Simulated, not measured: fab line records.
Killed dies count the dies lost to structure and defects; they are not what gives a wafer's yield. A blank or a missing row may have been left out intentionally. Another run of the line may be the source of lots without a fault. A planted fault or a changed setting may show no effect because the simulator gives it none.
Which tool did it? :: flow sky130 :: 39 wafers from 13 lots sampled at 4 of the route's 708 steps

## WHAT THE GAUGES READ, wafer by wafer
SKY_NWELL_RS_MEAS_31: uses a four-point probe to measure.
lot: L822
measured: day 6 07:28
on: film_metro-03
PWDE_RS (ohm/sq): 5288 5279 5304

lot: L823
measured: day 6 08:21
on: film_metro-04
PWDE_RS (ohm/sq): 5248 5268 5266

lot: L825
measured: day 6 11:17
on: film_metro-04
PWDE_RS (ohm/sq): 5261 5249 5247

lot: L824
measured: day 6 11:37
on: film_metro-03
PWDE_RS (ohm/sq): 5285 5278 5268

lot: L826
measured: day 6 20:05
on: film_metro-03
PWDE_RS (ohm/sq): 5252 5269 5284

lot: L828
measured: day 7 09:28
on: film_metro-01
PWDE_RS (ohm/sq): 5239 5252 5254

lot: L829
measured: day 7 14:08
on: film_metro-04
PWDE_RS (ohm/sq): 5221 5238 5254

lot: L830
measured: day 7 15:41
on: film_metro-04
PWDE_RS (ohm/sq): 5256 5235 5263

lot: L836
measured: day 9 11:08
on: film_metro-04
PWDE_RS (ohm/sq): 5268 5288 5262

lot: L837
measured: day 9 16:05
on: film_metro-04
PWDE_RS (ohm/sq): 5288 5271 5268

lot: L841
measured: day 11 13:39
on: film_metro-03
PWDE_RS (ohm/sq): 5256 5271 5268

lot: L842
measured: day 11 23:58
on: film_metro-03
PWDE_RS (ohm/sq): 5268 5254 5259

lot: L843
measured: day 12 00:18
on: film_metro-04
PWDE_RS (ohm/sq): 5264 5271 5264

SKY_GATE_OXIDE_OVL_MEAS_10.
lot: L822
measured: day 14 23:37
on: overlay-02
GATE_OXIDE_OVL (nm): -0.4 0.7 -1.2

lot: L823
measured: day 15 01:52
on: overlay-02
GATE_OXIDE_OVL (nm): 1.9 1.1 0.3

lot: L825
measured: day 15 05:52
on: overlay-01
GATE_OXIDE_OVL (nm): -0.3 0.6 -0.5

lot: L824
measured: day 15 06:10
on: overlay-01
GATE_OXIDE_OVL (nm): -1.3 0.8 1.6

lot: L826
measured: day 15 18:55
on: overlay-02
GATE_OXIDE_OVL (nm): -2.6 -2.8 -2.6

lot: L828
measured: day 16 15:43
on: overlay-02
GATE_OXIDE_OVL (nm): 1.1 0.3 2.9

lot: L829
measured: day 16 20:58
on: overlay-02
GATE_OXIDE_OVL (nm): -3.6 -2.5 -0.4

lot: L830
measured: day 16 20:40
on: overlay-01
GATE_OXIDE_OVL (nm): 0.8 0.1 -1.2

lot: L836
measured: day 19 15:07
on: overlay-02
GATE_OXIDE_OVL (nm): 1.6 1.0 0.9

lot: L837
measured: day 19 23:20
on: overlay-01
GATE_OXIDE_OVL (nm): -2.2 -0.7 -1.3

lot: L841
measured: day 22 07:43
on: overlay-02
GATE_OXIDE_OVL (nm): 0.8 -0.4 -2.1

lot: L842
measured: day 23 01:43
on: overlay-02
GATE_OXIDE_OVL (nm): -1.8 -1.7 -2.6

lot: L843
measured: day 23 00:31
on: overlay-02
GATE_OXIDE_OVL (nm): -2.7 -1.7 -2.0

## WHAT TOOL EACH LOT RAN ON (gives the tool, then ch and the chambers of the sampled wafers, and finally the start)
lot: L822
SKY_FIELD_ISO_ETCH_14: rie_diel-03 ch 2,3, day 3 02:50
SKY_VT_ADJUST_PCH_EXPOSE_04: iline_stepper-01 ch 0, day 11 00:16

lot: L823
SKY_FIELD_ISO_ETCH_14: rie_diel-01 ch 1,2, day 3 03:17
SKY_VT_ADJUST_PCH_EXPOSE_04: iline_stepper-01 ch 0, day 11 00:37

lot: L825
SKY_FIELD_ISO_ETCH_14: rie_diel-03 ch 0,3, day 3 07:14
SKY_VT_ADJUST_PCH_EXPOSE_04: iline_stepper-02 ch 0, day 11 03:56

lot: L824
SKY_FIELD_ISO_ETCH_14: rie_diel-04 ch 0,1,2, day 3 07:26
SKY_VT_ADJUST_PCH_EXPOSE_04: iline_stepper-02 ch 0, day 11 06:20

lot: L826
SKY_FIELD_ISO_ETCH_14: rie_diel-01 ch 0,2,3, day 3 11:50
SKY_VT_ADJUST_PCH_EXPOSE_04: iline_stepper-02 ch 0, day 11 14:33

lot: L828
SKY_FIELD_ISO_ETCH_14: rie_diel-04 ch 0,3, day 3 21:26
SKY_VT_ADJUST_PCH_EXPOSE_04: iline_stepper-02 ch 0, day 12 08:46

lot: L829
SKY_FIELD_ISO_ETCH_14: rie_diel-04 ch 0,1,3, day 4 02:41
SKY_VT_ADJUST_PCH_EXPOSE_04: iline_stepper-01 ch 0, day 12 15:00

lot: L830
SKY_FIELD_ISO_ETCH_14: rie_diel-01 ch 0,1,3, day 4 04:53
SKY_VT_ADJUST_PCH_EXPOSE_04: iline_stepper-02 ch 0, day 12 16:43

lot: L836
SKY_FIELD_ISO_ETCH_14: rie_diel-04 ch 1,2,3, day 5 18:53
SKY_VT_ADJUST_PCH_EXPOSE_04: iline_stepper-01 ch 0, day 15 00:41

lot: L837
SKY_FIELD_ISO_ETCH_14: rie_diel-04 ch 0,1,3, day 5 23:47
SKY_VT_ADJUST_PCH_EXPOSE_04: iline_stepper-01 ch 0, day 15 09:00

lot: L841
SKY_FIELD_ISO_ETCH_14: rie_diel-04 ch 0,2,3, day 6 18:53
SKY_VT_ADJUST_PCH_EXPOSE_04: iline_stepper-01 ch 0, day 17 14:55

lot: L842
SKY_FIELD_ISO_ETCH_14: rie_diel-01 ch 0,3, day 7 01:56
SKY_VT_ADJUST_PCH_EXPOSE_04: iline_stepper-02 ch 0, day 18 04:05

lot: L843
SKY_FIELD_ISO_ETCH_14: rie_diel-04 ch 0,2,3, day 7 04:35
SKY_VT_ADJUST_PCH_EXPOSE_04: iline_stepper-02 ch 0, day 18 04:55
- SKY_FIELD_ISO_ETCH_14: etches BARC in N2/H2, stops on SiO2, time 45.9 s, target depth 60 nm.
- SKY_VT_ADJUST_PCH_EXPOSE_04: exposes mask NWM, target cd 840 nm.

## WHAT THE TOOLS THEMSELVES READ (means of the sampled wafers that have a number; where no wafer has one, the mark that the record gives instead)
SKY_FIELD_ISO_ETCH_14.
lot: L822
tool: rie_diel-03
chamber_pressure_mTorr (mTorr): 29.986
drypump_motor_current_A (A): 5.5
oes_product_au (a.u.): 0.855
throttle_valve_pct (%): 13.220

lot: L823
tool: rie_diel-01
chamber_pressure_mTorr (mTorr): 29.990
drypump_motor_current_A (A): 5.1
oes_product_au (a.u.): 0.855
throttle_valve_pct (%): 13.224

lot: L825
tool: rie_diel-03
chamber_pressure_mTorr (mTorr): 29.990
drypump_motor_current_A (A): 5.4
oes_product_au (a.u.): 0.855
throttle_valve_pct (%): 13.214

lot: L824
tool: rie_diel-04
chamber_pressure_mTorr (mTorr): 30.006
drypump_motor_current_A (A): 5.7
oes_product_au (a.u.): 0.858
throttle_valve_pct (%): 13.221

lot: L826
tool: rie_diel-01
chamber_pressure_mTorr (mTorr): 29.960
drypump_motor_current_A (A): 5.7
oes_product_au (a.u.): 0.853
throttle_valve_pct (%): 13.231

lot: L828
tool: rie_diel-04
chamber_pressure_mTorr (mTorr): 29.994
drypump_motor_current_A (A): 5.9
oes_product_au (a.u.): 0.853
throttle_valve_pct (%): 13.224

lot: L829
tool: rie_diel-04
chamber_pressure_mTorr (mTorr): 29.987
drypump_motor_current_A (A): 6.0
oes_product_au (a.u.): 0.855
throttle_valve_pct (%): 13.215

lot: L830
tool: rie_diel-01
chamber_pressure_mTorr (mTorr): 30.021
drypump_motor_current_A (A): 5.8
oes_product_au (a.u.): 0.859
throttle_valve_pct (%): 13.223

lot: L836
tool: rie_diel-04
chamber_pressure_mTorr (mTorr): 29.974
drypump_motor_current_A (A): 6.0
oes_product_au (a.u.): 0.857
throttle_valve_pct (%): 13.223

lot: L837
tool: rie_diel-04
chamber_pressure_mTorr (mTorr): 29.997
drypump_motor_current_A (A): 6.0
oes_product_au (a.u.): 0.855
throttle_valve_pct (%): 13.220

lot: L841
tool: rie_diel-04
chamber_pressure_mTorr (mTorr): 29.997
drypump_motor_current_A (A): 6.0
oes_product_au (a.u.): 0.851
throttle_valve_pct (%): 13.231

lot: L842
tool: rie_diel-01
chamber_pressure_mTorr (mTorr): 29.978
drypump_motor_current_A (A): 6.2
oes_product_au (a.u.): 0.856
throttle_valve_pct (%): 13.223

lot: L843
tool: rie_diel-04
chamber_pressure_mTorr (mTorr): 29.997
drypump_motor_current_A (A): 6.0
oes_product_au (a.u.): 0.855
throttle_valve_pct (%): 13.223

SKY_VT_ADJUST_PCH_EXPOSE_04.
lot: L822
tool: iline_stepper-01
exposure_dose_mJ_cm2: 255.12

lot: L823
tool: iline_stepper-01
exposure_dose_mJ_cm2: 255.10

lot: L825
tool: iline_stepper-02
exposure_dose_mJ_cm2: 254.85

lot: L824
tool: iline_stepper-02
exposure_dose_mJ_cm2: 254.90

lot: L826
tool: iline_stepper-02
exposure_dose_mJ_cm2: 254.74

lot: L828
tool: iline_stepper-02
exposure_dose_mJ_cm2: 255.22

lot: L829
tool: iline_stepper-01
exposure_dose_mJ_cm2: 255.32

lot: L830
tool: iline_stepper-02
exposure_dose_mJ_cm2: 255.37

lot: L836
tool: iline_stepper-01
exposure_dose_mJ_cm2: 234.87

lot: L837
tool: iline_stepper-01
exposure_dose_mJ_cm2: 235.13

lot: L841
tool: iline_stepper-01
exposure_dose_mJ_cm2: 235.20

lot: L842
tool: iline_stepper-02
exposure_dose_mJ_cm2: 255.09

lot: L843
tool: iline_stepper-02
exposure_dose_mJ_cm2: 255.06

## THE ANSWER, worked out from the rows above alone
Rule: the usual values come from the lots themselves. Put in order of their means at a reading, lots are off if they are a third of the lots or fewer, leave a main group of 4 or more, and stand apart from it by a gap of 3 or more times the standard deviation of the main group's means; of several such gaps the widest counts. If all means in a main group match to the digits the tables above print for the reading, that group is not used. A lot without any number at a reading at which 4 lots or more have one is off too. All remaining lots with rows at the step are treated as sound. Order of review: gauges by route order, followed by the tools' own readings, for which a lot's mean as printed above is used. The first step at which some lot is off is used, and at that step the reading that is off furthest; a lot without a number counts as furthest.
Off: L836, L837, L841 (SKY_VT_ADJUST_PCH_EXPOSE_04, exposure_dose_mJ_cm2). Mean 255.08 and standard deviation 0.19 in the main group.
If a tool, at that step or one of the process steps before it, ran each lot that is off and ran no sound lot following the first of them, it fits. One fits: iline_stepper-01 at SKY_VT_ADJUST_PCH_EXPOSE_04. A fault onset in the window from L829 (day 12 15:00, its last sound lot) to L836 (day 15 00:41, its first lot off) fits.
The tool's own readings at SKY_VT_ADJUST_PCH_EXPOSE_04 bear it out: on the lots that are off they differ by more than 5 times the standard deviation of the sound lots' means. exposure_dose_mJ_cm2 reads 235.07 there against 255.08 on the sound lots.

## WHAT HAD BEEN PUT IN BY THE SIMULATOR
Process parameter drift: iline_stepper-01, from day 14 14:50 on, at SKY_VT_ADJUST_PCH_EXPOSE_04. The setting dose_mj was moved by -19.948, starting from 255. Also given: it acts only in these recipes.
Struck lots among those shown: L836, L837, L841. The rule above reached the same finding.
